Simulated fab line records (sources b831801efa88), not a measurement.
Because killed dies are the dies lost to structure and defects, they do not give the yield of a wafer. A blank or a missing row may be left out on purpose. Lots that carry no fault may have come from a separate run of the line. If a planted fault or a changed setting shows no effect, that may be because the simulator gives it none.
Matching of chambers :: flow gf180mcu :: GF_V1_CVD_02 on pecvd-03: 3 sister chambers
The step deposits SiO2 from TEOS, target thk 850 nm, time 94.851 s. 6 wafers are shown with their chamber, then 8 later ones without.

== WAFERS, EACH WITH ITS CHAMBER ==
wafer: L429.6
chamber: 0
run-length-s (s): 121.9
heater-power-w (W): 416

wafer: L431.6
chamber: 0
run-length-s (s): 122.3
heater-power-w (W): 531

wafer: L441.1
chamber: 2
run-length-s (s): 122.9
heater-power-w (W): 671

wafer: L441.2
chamber: 1
run-length-s (s): 123.8
heater-power-w (W): 761

wafer: L441.5
chamber: 1
run-length-s (s): 123.7
heater-power-w (W): 770

wafer: L443.1
chamber: 2
run-length-s (s): 123.2
heater-power-w (W): 661

== WAFERS WHOSE CHAMBER IS MISSING ==
wafer: L443.2
run-length-s (s): 123.5
heater-power-w (W): 735

wafer: L443.5
run-length-s (s): 122.1
heater-power-w (W): 533

wafer: L444.2
run-length-s (s): 123.8
heater-power-w (W): 701

wafer: L444.3
run-length-s (s): 122.1
heater-power-w (W): 508

wafer: L444.6
run-length-s (s): 122.8
heater-power-w (W): 545

wafer: L446.2
run-length-s (s): 123.4
heater-power-w (W): 654

wafer: L446.3
run-length-s (s): 122.9
heater-power-w (W): 468

wafer: L446.6
run-length-s (s): 123.5
heater-power-w (W): 684

== EACH ONE'S CHAMBER ==
wafer: L443.2
from the rows above: can't be placed: 1 or 2
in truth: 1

wafer: L443.5
from the rows above: 0
in truth: 0

wafer: L444.2
from the rows above: 1
in truth: 1

wafer: L444.3
from the rows above: 0
in truth: 0

wafer: L444.6
from the rows above: can't be placed: 2 or 0
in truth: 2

wafer: L446.2
from the rows above: can't be placed: 2 or 1
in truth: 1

wafer: L446.3
from the rows above: can't be placed: 0 or 2
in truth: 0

wafer: L446.6
from the rows above: can't be placed: 1 or 2
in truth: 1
Correctly placed: 3 of 8. These rows do not allow placing 5 (true chamber among the candidates in 5). Wrongly placed: 0.
How it was worked out, from the rows above alone: a wafer's distance from a chamber is the root of the sum, over the readings, of the square of ((its reading less the chamber's mean) divided by the reading's scatter). The wafer belongs to the nearest chamber; if the next one is less than 2 further off, it can't be placed. For every chamber, the mean is computed from those of its wafers that are shown. The scatter: take each reading less its chamber's mean, square it, sum over the shown wafers, divide by the number of wafers less the number of chambers, and take the root.
